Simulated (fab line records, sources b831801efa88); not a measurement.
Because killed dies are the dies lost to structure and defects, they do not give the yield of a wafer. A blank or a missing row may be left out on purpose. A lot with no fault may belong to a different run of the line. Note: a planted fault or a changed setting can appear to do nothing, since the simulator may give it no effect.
Chamber matching | flow gf180mcu | 4 sister chambers for GF_V2_ETCH_16 on rieDiel-03
The step etches BARC in N2/H2. 8 wafers are shown with their chamber, then 8 later ones without.

WAFERS, EACH WITH ITS CHAMBER
wafer  | chamber | drypumpMotorCurrentA (A) | oesProductAu (a.u.)
L079.3 | 1       | 5.3                      | 0.852
L081.2 | 2       | 5.6                      | 0.851
L081.6 | 2       | 5.5                      | 0.851
L083.2 | 3       | 5.9                      | 0.851
L086.1 | 1       | 5.2                      | 0.850
L086.2 | 3       | 5.9                      | 0.856
L086.3 | 0       | 6.6                      | 0.858
L088.4 | 0       | 6.5                      | 0.854

WAFERS MISSING THEIR CHAMBER
wafer  | drypumpMotorCurrentA (A) | oesProductAu (a.u.)
L088.5 | 5.2                      | 0.850
L088.6 | 6.5                      | 0.852
L089.3 | 5.9                      | 0.858
L089.4 | 5.5                      | 0.856
L089.6 | 5.9                      | 0.859
L095.1 | 5.5                      | 0.852
L095.4 | 5.3                      | 0.852
L095.5 | 6.5                      | 0.854

WHICH CHAMBER EACH WENT THROUGH
wafer  | from the rows above | in truth
L088.5 | 1                   | 1
L088.6 | 0                   | 0
L089.3 | 3                   | 3
L089.4 | 2                   | 2
L089.6 | 3                   | 3
L095.1 | 2                   | 2
L095.4 | 1                   | 1
L095.5 | 0                   | 0
Correctly placed: 8 of 8. Left unplaced by these rows: 0. Wrongly placed: 0.
How it was worked out, from the rows above alone: a wafer's distance from a chamber is the root of the sum, over the readings, of the square of ((its reading less the chamber's mean) divided by the reading's scatter). The wafer belongs to the nearest chamber; if the next one is less than 2 further off, it can't be placed. The mean given for a chamber averages the wafers shown for that chamber. The scatter: take each reading less its chamber's mean, square it, sum over the shown wafers, divide by the number of wafers less the number of chambers, and take the root.
